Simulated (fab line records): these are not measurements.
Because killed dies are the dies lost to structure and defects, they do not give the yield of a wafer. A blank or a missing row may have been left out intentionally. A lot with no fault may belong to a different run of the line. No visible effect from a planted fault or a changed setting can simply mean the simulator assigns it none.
Which of the tools did it? / flow sky130 / 11 lots with 33 wafers sampled at 6 steps, on a route of 708 steps

## WHAT EACH GAUGE READ, for each wafer
No reading from a measuring or inspecting step in the record can be judged against a usual standard deviation.

## EACH LOT AND THE TOOL THAT RAN IT (in order: tool; ch and the chambers of the sampled wafers; start)
lot=L141; SKY_METAL4_SPUTTER_04=pvdSputter-02, day 40 05:26; SKY_CAP2M_METAL_ETCH_13=rieMetal-03 ch 0,1, day 41 05:57; SKY_METAL4_ETCH_17=rieDiel-01 ch 2,3, day 42 06:44; SKY_METAL4_METAL_ETCH_18=rieMetal-01 ch 0,1, day 42 06:45; SKY_METAL4_STRIP_19=plasmaAsher-01 ch 0,1, day 42 06:56; SKY_PAD_OPEN_PROBE_99=-
lot=L144; SKY_METAL4_SPUTTER_04=pvdSputter-03, day 40 23:20; SKY_CAP2M_METAL_ETCH_13=rieMetal-01 ch 0,1, day 41 23:13; SKY_METAL4_ETCH_17=rieDiel-01 ch 2,3, day 42 22:56; SKY_METAL4_METAL_ETCH_18=rieMetal-03 ch 0,1, day 42 23:01; SKY_METAL4_STRIP_19=plasmaAsher-02 ch 0,1, day 42 23:10; SKY_PAD_OPEN_PROBE_99=prober-01, day 46 20:08
lot=L143; SKY_METAL4_SPUTTER_04=pvdSputter-01, day 41 01:01; SKY_CAP2M_METAL_ETCH_13=rieMetal-03 ch 0,1, day 42 01:26; SKY_METAL4_ETCH_17=rieDiel-04 ch 1,2,3, day 43 00:57; SKY_METAL4_METAL_ETCH_18=rieMetal-02 ch 0,1, day 43 00:58; SKY_METAL4_STRIP_19=plasmaAsher-02 ch 0,1, day 43 01:08; SKY_PAD_OPEN_PROBE_99=prober-02, day 46 22:32
lot=L151; SKY_METAL4_SPUTTER_04=pvdSputter-01, day 43 02:38; SKY_CAP2M_METAL_ETCH_13=rieMetal-03 ch 0,1, day 44 01:56; SKY_METAL4_ETCH_17=rieDiel-04 ch 0,1,2, day 45 01:05; SKY_METAL4_METAL_ETCH_18=rieMetal-01 ch 0,1, day 45 01:06; SKY_METAL4_STRIP_19=plasmaAsher-03 ch 0,1, day 45 01:17; SKY_PAD_OPEN_PROBE_99=-
lot=L154; SKY_METAL4_SPUTTER_04=pvdSputter-02, day 43 19:55; SKY_CAP2M_METAL_ETCH_13=rieMetal-04 ch 0,1, day 44 19:21; SKY_METAL4_ETCH_17=rieDiel-04 ch 1,2,3, day 45 18:09; SKY_METAL4_METAL_ETCH_18=rieMetal-01 ch 0,1, day 45 18:10; SKY_METAL4_STRIP_19=plasmaAsher-03 ch 0,1, day 45 18:20; SKY_PAD_OPEN_PROBE_99=-
lot=L155; SKY_METAL4_SPUTTER_04=pvdSputter-01, day 44 02:26; SKY_CAP2M_METAL_ETCH_13=rieMetal-04 ch 0,1, day 45 01:08; SKY_METAL4_ETCH_17=rieDiel-01 ch 0,1,2, day 45 23:41; SKY_METAL4_METAL_ETCH_18=rieMetal-01 ch 0,1, day 45 23:42; SKY_METAL4_STRIP_19=plasmaAsher-01 ch 0,1, day 45 23:53; SKY_PAD_OPEN_PROBE_99=-
lot=L159; SKY_METAL4_SPUTTER_04=pvdSputter-02, day 45 05:47; SKY_CAP2M_METAL_ETCH_13=rieMetal-01 ch 0,1, day 46 03:53; SKY_METAL4_ETCH_17=rieDiel-01 ch 0,2,3, day 47 00:50; SKY_METAL4_METAL_ETCH_18=rieMetal-02 ch 0,1, day 47 00:51; SKY_METAL4_STRIP_19=plasmaAsher-02 ch 0,1, day 47 01:02; SKY_PAD_OPEN_PROBE_99=prober-02, day 50 06:37
lot=L158; SKY_METAL4_SPUTTER_04=pvdSputter-01, day 45 08:01; SKY_CAP2M_METAL_ETCH_13=rieMetal-04 ch 0,1, day 46 05:50; SKY_METAL4_ETCH_17=rieDiel-04 ch 2,3, day 47 03:32; SKY_METAL4_METAL_ETCH_18=rieMetal-01 ch 1, day 47 03:34; SKY_METAL4_STRIP_19=plasmaAsher-03 ch 0, day 47 03:44; SKY_PAD_OPEN_PROBE_99=-
lot=L161; SKY_METAL4_SPUTTER_04=pvdSputter-03, day 45 10:10; SKY_CAP2M_METAL_ETCH_13=rieMetal-04 ch 0,1, day 46 07:45; SKY_METAL4_ETCH_17=rieDiel-04 ch 0,3, day 47 05:30; SKY_METAL4_METAL_ETCH_18=rieMetal-03 ch 0, day 47 05:31; SKY_METAL4_STRIP_19=plasmaAsher-02 ch 0,1, day 47 05:41; SKY_PAD_OPEN_PROBE_99=-
lot=L162; SKY_METAL4_SPUTTER_04=pvdSputter-03, day 45 18:23; SKY_CAP2M_METAL_ETCH_13=rieMetal-04 ch 0,1, day 46 15:02; SKY_METAL4_ETCH_17=rieDiel-02 ch 0,1,3, day 47 12:56; SKY_METAL4_METAL_ETCH_18=rieMetal-02 ch 0,1, day 47 12:58; SKY_METAL4_STRIP_19=plasmaAsher-02 ch 0,1, day 47 13:08; SKY_PAD_OPEN_PROBE_99=-
lot=L163; SKY_METAL4_SPUTTER_04=pvdSputter-01, day 46 01:53; SKY_CAP2M_METAL_ETCH_13=rieMetal-01 ch 0,1, day 46 22:26; SKY_METAL4_ETCH_17=rieDiel-01 ch 1,2,3, day 47 19:31; SKY_METAL4_METAL_ETCH_18=rieMetal-02 ch 0,1, day 47 19:32; SKY_METAL4_STRIP_19=plasmaAsher-02 ch 0,1, day 47 19:43; SKY_PAD_OPEN_PROBE_99=-
- SKY_METAL4_SPUTTER_04: material TiN, target thk 70 nm, time 58.3 s.
- SKY_CAP2M_METAL_ETCH_13: etches TiN in Cl2/BCl3, stops on SiO2, target depth 220 nm, time 62.9 s.
- SKY_METAL4_ETCH_17: etches SiO2 in C4F8/O2/Ar, stops on TiN, time 3.9 s, target depth 15 nm.
- SKY_METAL4_METAL_ETCH_18: etches the open film in Cl2/BCl3, stops on SiO2, target depth 845 nm, time 183.1 s.
- SKY_METAL4_STRIP_19: strips in O2/N2.
- SKY_PAD_OPEN_PROBE_99

## WHAT THE TOOLS THEMSELVES READ (means of the sampled wafers that have a number; where no wafer has one, the mark that the record gives instead)
SKY_METAL4_SPUTTER_04. Usual: throttleValvePct reads 30.0 % (standard deviation 0.94).
lot=L141; tool=pvdSputter-02; throttleValvePct (%)=29.3; flag=
lot=L144; tool=pvdSputter-03; throttleValvePct (%)=31.3; flag=
lot=L143; tool=pvdSputter-01; throttleValvePct (%)=29.7; flag=
lot=L151; tool=pvdSputter-01; throttleValvePct (%)=30.1; flag=
lot=L154; tool=pvdSputter-02; throttleValvePct (%)=29.2; flag=
lot=L155; tool=pvdSputter-01; throttleValvePct (%)=29.7; flag=
lot=L159; tool=pvdSputter-02; throttleValvePct (%)=29.0; flag=
lot=L158; tool=pvdSputter-01; throttleValvePct (%)=29.0; flag=
lot=L161; tool=pvdSputter-03; throttleValvePct (%)=31.1; flag=
lot=L162; tool=pvdSputter-03; throttleValvePct (%)=31.3; flag=
lot=L163; tool=pvdSputter-01; throttleValvePct (%)=29.5; flag=

SKY_CAP2M_METAL_ETCH_13. Usual: drypumpMotorCurrentA 5.7 A, standard deviation 0.51; oesProductAu 0.939 a.u., standard deviation 0.0074; throttleValvePct 21.903 %, standard deviation 0.01.
lot=L141; tool=rieMetal-03; drypumpMotorCurrentA (A)=5.7; oesProductAu (a.u.)=0.934; throttleValvePct (%)=21.920; flag=
lot=L144; tool=rieMetal-01; drypumpMotorCurrentA (A)=5.4; oesProductAu (a.u.)=0.945; throttleValvePct (%)=21.901; flag=
lot=L143; tool=rieMetal-03; drypumpMotorCurrentA (A)=5.8; oesProductAu (a.u.)=0.933; throttleValvePct (%)=21.911; flag=
lot=L151; tool=rieMetal-03; drypumpMotorCurrentA (A)=5.8; oesProductAu (a.u.)=0.937; throttleValvePct (%)=21.907; flag=
lot=L154; tool=rieMetal-04; drypumpMotorCurrentA (A)=6.1; oesProductAu (a.u.)=0.946; throttleValvePct (%)=21.893; flag=
lot=L155; tool=rieMetal-04; drypumpMotorCurrentA (A)=6.3; oesProductAu (a.u.)=0.936; throttleValvePct (%)=21.902; flag=
lot=L159; tool=rieMetal-01; drypumpMotorCurrentA (A)=5.4; oesProductAu (a.u.)=0.937; throttleValvePct (%)=21.906; flag=
lot=L158; tool=rieMetal-04; drypumpMotorCurrentA (A)=6.3; oesProductAu (a.u.)=0.932; throttleValvePct (%)=21.897; flag=
lot=L161; tool=rieMetal-04; drypumpMotorCurrentA (A)=6.3; oesProductAu (a.u.)=0.942; throttleValvePct (%)=21.900; flag=
lot=L162; tool=rieMetal-04; drypumpMotorCurrentA (A)=6.3; oesProductAu (a.u.)=0.937; throttleValvePct (%)=21.900; flag=
lot=L163; tool=rieMetal-01; drypumpMotorCurrentA (A)=5.4; oesProductAu (a.u.)=0.945; throttleValvePct (%)=21.902; flag=

SKY_METAL4_ETCH_17. Usual: oesProductAu reads 0.757 a.u. (standard deviation 0.0079).
lot=L141; tool=rieDiel-01; oesProductAu (a.u.)=0.757; flag=
lot=L144; tool=rieDiel-01; oesProductAu (a.u.)=0.748; flag=
lot=L143; tool=rieDiel-04; oesProductAu (a.u.)=0.762; flag=
lot=L151; tool=rieDiel-04; oesProductAu (a.u.)=0.759; flag=
lot=L154; tool=rieDiel-04; oesProductAu (a.u.)=0.752; flag=
lot=L155; tool=rieDiel-01; oesProductAu (a.u.)=0.759; flag=
lot=L159; tool=rieDiel-01; oesProductAu (a.u.)=0.749; flag=
lot=L158; tool=rieDiel-04; oesProductAu (a.u.)=0.762; flag=
lot=L161; tool=rieDiel-04; oesProductAu (a.u.)=0.750; flag=
lot=L162; tool=rieDiel-02; oesProductAu (a.u.)=0.752; flag=
lot=L163; tool=rieDiel-01; oesProductAu (a.u.)=0.759; flag=

SKY_METAL4_METAL_ETCH_18. Usual: drypumpMotorCurrentA 5.7 A, standard deviation 0.47; oesProductAu 0.866 a.u., standard deviation 0.0069; throttleValvePct 22.264 %, standard deviation 0.011.
lot=L141; tool=rieMetal-01; drypumpMotorCurrentA (A)=5.4; oesProductAu (a.u.)=0.867; throttleValvePct (%)=22.262; flag=
lot=L144; tool=rieMetal-03; drypumpMotorCurrentA (A)=5.8; oesProductAu (a.u.)=0.872; throttleValvePct (%)=22.262; flag=
lot=L143; tool=rieMetal-02; drypumpMotorCurrentA (A)=5.8; oesProductAu (a.u.)=0.864; throttleValvePct (%)=22.262; flag=
lot=L151; tool=rieMetal-01; drypumpMotorCurrentA (A)=5.4; oesProductAu (a.u.)=0.858; throttleValvePct (%)=22.266; flag=
lot=L154; tool=rieMetal-01; drypumpMotorCurrentA (A)=5.1; oesProductAu (a.u.)=0.858; throttleValvePct (%)=22.264; flag=
lot=L155; tool=rieMetal-01; drypumpMotorCurrentA (A)=5.4; oesProductAu (a.u.)=0.864; throttleValvePct (%)=22.270; flag=
lot=L159; tool=rieMetal-02; drypumpMotorCurrentA (A)=6.0; oesProductAu (a.u.)=0.878; throttleValvePct (%)=22.267; flag=
lot=L158; tool=rieMetal-01; drypumpMotorCurrentA (A)=5.7; oesProductAu (a.u.)=0.867; throttleValvePct (%)=22.267; flag=
lot=L161; tool=rieMetal-03; drypumpMotorCurrentA (A)=5.5; oesProductAu (a.u.)=0.873; throttleValvePct (%)=22.259; flag=
lot=L162; tool=rieMetal-02; drypumpMotorCurrentA (A)=6.1; oesProductAu (a.u.)=0.872; throttleValvePct (%)=22.259; flag=
lot=L163; tool=rieMetal-02; drypumpMotorCurrentA (A)=5.8; oesProductAu (a.u.)=0.868; throttleValvePct (%)=22.269; flag=

SKY_METAL4_STRIP_19. Usual: drypumpMotorCurrentA 6.01 A, standard deviation 0.3; oesProductAu 0.501 a.u., standard deviation 0.0056; stripTimeToEndpointS 6.51 s, standard deviation 0.065.
lot=L141; tool=plasmaAsher-01; drypumpMotorCurrentA (A)=6.52; oesProductAu (a.u.)=0.504; stripTimeToEndpointS (s)=6.47; flag=
lot=L144; tool=plasmaAsher-02; drypumpMotorCurrentA (A)=5.98; oesProductAu (a.u.)=0.504; stripTimeToEndpointS (s)=6.52; flag=
lot=L143; tool=plasmaAsher-02; drypumpMotorCurrentA (A)=5.99; oesProductAu (a.u.)=0.493; stripTimeToEndpointS (s)=6.45; flag=
lot=L151; tool=plasmaAsher-03; drypumpMotorCurrentA (A)=5.78; oesProductAu (a.u.)=0.503; stripTimeToEndpointS (s)=6.44; flag=
lot=L154; tool=plasmaAsher-03; drypumpMotorCurrentA (A)=5.72; oesProductAu (a.u.)=0.473; stripTimeToEndpointS (s)=5.81; flag=OFF
lot=L155; tool=plasmaAsher-01; drypumpMotorCurrentA (A)=6.31; oesProductAu (a.u.)=0.447; stripTimeToEndpointS (s)=5.15; flag=OFF
lot=L159; tool=plasmaAsher-02; drypumpMotorCurrentA (A)=5.89; oesProductAu (a.u.)=0.499; stripTimeToEndpointS (s)=6.52; flag=
lot=L158; tool=plasmaAsher-03; drypumpMotorCurrentA (A)=5.82; oesProductAu (a.u.)=0.445; stripTimeToEndpointS (s)=5.20; flag=OFF
lot=L161; tool=plasmaAsher-02; drypumpMotorCurrentA (A)=5.89; oesProductAu (a.u.)=0.499; stripTimeToEndpointS (s)=6.50; flag=
lot=L162; tool=plasmaAsher-02; drypumpMotorCurrentA (A)=5.90; oesProductAu (a.u.)=0.498; stripTimeToEndpointS (s)=6.45; flag=
lot=L163; tool=plasmaAsher-02; drypumpMotorCurrentA (A)=5.90; oesProductAu (a.u.)=0.504; stripTimeToEndpointS (s)=6.59; flag=

SKY_PAD_OPEN_PROBE_99. Usual: defectLimitedYield 82.5 %, standard deviation 1.9; killed_at_M0_to_M3 43, standard deviation 6.8; killed_at_M4_up 3.2, standard deviation 1.7; killedAtContacts 24, standard deviation 5.7; killedAtFrontEnd 16, standard deviation 4.3; killedAtOther 0.3, standard deviation 0.56; killedDies 86, standard deviation 9.5; killedOpen 47, standard deviation 6.9; killedShort 39, standard deviation 5.8; sort_bin_3_pad_short 0.9 %, standard deviation 0.39; sort_bin_5_function 10.3 %, standard deviation 1.5; sort_bin_6_memory 6.3 %, standard deviation 1.1; sortNPass 406, standard deviation 9.5; sortYieldPct 82.5 %, standard deviation 1.9.
lot=L144; tool=prober-01; defectLimitedYield (%)=82.0; killed_at_M0_to_M3=50; killed_at_M4_up=2.3; killedAtContacts=25; killedAtFrontEnd=12; killedAtOther=0.0; killedDies=89; killedOpen=48; killedShort=40; sort_bin_3_pad_short (%)=1.1; sort_bin_5_function (%)=10.3; sort_bin_6_memory (%)=6.6; sortNPass=403; sortYieldPct (%)=82.0; flag=
lot=L143; tool=prober-02; defectLimitedYield (%)=83.3; killed_at_M0_to_M3=39; killed_at_M4_up=2.7; killedAtContacts=22; killedAtFrontEnd=18; killedAtOther=0.0; killedDies=82; killedOpen=46; killedShort=36; sort_bin_3_pad_short (%)=0.9; sort_bin_5_function (%)=9.6; sort_bin_6_memory (%)=6.1; sortNPass=410; sortYieldPct (%)=83.3; flag=
lot=L159; tool=prober-02; defectLimitedYield (%)=84.1; killed_at_M0_to_M3=42; killed_at_M4_up=3.7; killedAtContacts=19; killedAtFrontEnd=12; killedAtOther=0.7; killedDies=78; killedOpen=43; killedShort=34; sort_bin_3_pad_short (%)=0.9; sort_bin_5_function (%)=8.6; sort_bin_6_memory (%)=6.4; sortNPass=414; sortYieldPct (%)=84.1; flag=

## THE ANSWER, worked out from the rows above alone
Rule: lot off if the mean of its wafers having a number is beyond 3 standard deviations from the usual mean. A lot without any number at a reading at which 4 lots or more have one is off too. All remaining lots with rows at the step are treated as sound. After the gauges, taken in route order, come the tools' own readings; for these a lot's mean is taken, as printed above. The first step at which some lot is off is used, and at that step the reading that is off furthest; a lot without a number counts as furthest.
Off: L154, L155, L158, at SKY_METAL4_STRIP_19 (stripTimeToEndpointS).
If a tool, at that step or one of the process steps before it, ran each lot that is off and ran no sound lot following the first of them, it fits. One candidate fits, namely rieMetal-01 at SKY_METAL4_METAL_ETCH_18. Its last sound lot is L151 (day 45 01:06), its first lot that is off L154 (day 45 18:10): a fault that began between those two fits.

## WHAT WAS PUT IN BY THE SIMULATOR
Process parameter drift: rieMetal-01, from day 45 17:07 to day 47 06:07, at SKY_METAL4_METAL_ETCH_18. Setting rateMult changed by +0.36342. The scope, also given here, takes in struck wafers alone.
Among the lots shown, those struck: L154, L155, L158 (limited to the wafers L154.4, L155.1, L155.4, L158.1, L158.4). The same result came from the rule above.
